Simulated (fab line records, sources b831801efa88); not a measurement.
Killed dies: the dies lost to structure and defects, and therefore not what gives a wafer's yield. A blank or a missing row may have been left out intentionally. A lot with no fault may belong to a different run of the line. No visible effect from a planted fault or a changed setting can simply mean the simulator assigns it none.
2 desks looking at one fault || flow gf180mcu || only its own numbers are on each desk; what lay behind them is given at the end

METROLOGY DESK
What the gauges read for every lot (on any tool): the sampled wafers with a number, averaged. Marked OUT: a lot whose mean sits more than 4 standard deviations from the usual mean, which makes it out of limits; the brackets give that distance.
Columns: A = STI_CVD_23_THK at GF_STI_THK_MEAS_24, usual 652 nm; B = VT_IMPLANT_TW at GF_VT_IMPLANT_TW_MEAS_10, usual 562; C = M2_ALCU_RS at GF_M2_RS_MEAS_05, usual 0.0696 ohm/sq
{"lot": "L474", "first seen here": "day 2 14:01", "A": 648, "B": 566, "C": 0.0699}
{"lot": "L475", "first seen here": "day 2 18:47", "A": 658, "B": 564, "C": 0.0695}
{"lot": "L476", "first seen here": "day 3 00:19", "A": 653, "B": 565, "C": 0.0697}
{"lot": "L478", "first seen here": "day 3 10:00", "A": 646, "B": 555, "C": 0.0697}
{"lot": "L480", "first seen here": "day 3 19:58", "A": 650, "B": 563, "C": 0.0703}
{"lot": "L481", "first seen here": "day 4 02:13", "A": 650, "B": 558, "C": 0.0686}
{"lot": "L482", "first seen here": "day 4 06:11", "A": 653, "B": 554, "C": 0.0696}
{"lot": "L483", "first seen here": "day 4 11:56", "A": 640, "B": 559, "C": 0.0697}
{"lot": "L484", "first seen here": "day 4 18:26", "A": 650, "B": 560, "C": 0.0700}
{"lot": "L487", "first seen here": "day 5 09:37", "A": 655, "B": 566, "C": 0.0698}
{"lot": "L489", "first seen here": "day 5 18:40", "A": 661, "B": 559, "C": 0.0694}
{"lot": "L490", "first seen here": "day 5 23:55", "A": 646, "B": "1001 (+99 or more) OUT", "C": 0.0698}
{"lot": "L491", "first seen here": "day 6 06:09", "A": 651, "B": "1026 (+99 or more) OUT", "C": 0.0687}
This desk's finding: out of limits on L490, L491; first on L490, day 10 05:46 (VT_IMPLANT_TW at GF_VT_IMPLANT_TW_MEAS_10). In limits: L474, L475, L476, L478, L480, L481, L482, L483, L484, L487, L489.

DESK OF THE TOOL OWNER: implanter-02
The tool's own readings at GF_VT_IMPLANT_IMPLANT_08: means of the sampled wafers that have a number, for each lot that ran on this tool. Marked OUT: a lot whose mean sits more than 4 standard deviations from the usual mean, which makes it out of limits; the brackets give that distance.
Columns: A = dose-ions-cm2 at GF_VT_IMPLANT_IMPLANT_08, usual 8.29e+12; B = faraday-current-uA at GF_VT_IMPLANT_IMPLANT_08, usual 46.8
{"lot": "L474", "first seen here": "day 6 02:49", "A": 8.29e+12, "B": 45.6}
{"lot": "L478", "first seen here": "day 7 02:34", "A": 8.30e+12, "B": 47.0}
{"lot": "L484", "first seen here": "day 8 17:55", "A": 8.29e+12, "B": 47.2}
{"lot": "L487", "first seen here": "day 9 11:37", "A": 8.29e+12, "B": 46.2}
{"lot": "L490", "first seen here": "day 10 05:32", "A": "5.33e+13 (+99 or more) OUT", "B": "298.7 (+99 or more) OUT"}
{"lot": "L491", "first seen here": "day 10 12:19", "A": "5.33e+13 (+99 or more) OUT", "B": "295.3 (+99 or more) OUT"}
This desk's verdict: out of limits on L490, L491, starting with L490 at day 10 05:32 (dose-ions-cm2 at GF_VT_IMPLANT_IMPLANT_08). In limits: L474, L478, L484, L487.

ALL TOGETHER
The tool owner's desk had the chance to raise an alarm at day 10 05:32 on L490, L491.
The metrology desk could have raised an alarm at day 10 05:46, on L490, L491.
Every lot named ran GF_VT_IMPLANT_IMPLANT_08 on implanter-02.

WHAT THE SIMULATOR HAD INSERTED
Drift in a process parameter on implanter-02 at GF_VT_IMPLANT_IMPLANT_08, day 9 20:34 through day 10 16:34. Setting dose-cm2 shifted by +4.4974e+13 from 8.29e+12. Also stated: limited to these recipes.
Lots struck among those shown: L490, L491.
Hours from the fault's start to each desk's first reading out of limits: the tool owner's desk, 9; the metrology desk, 9.
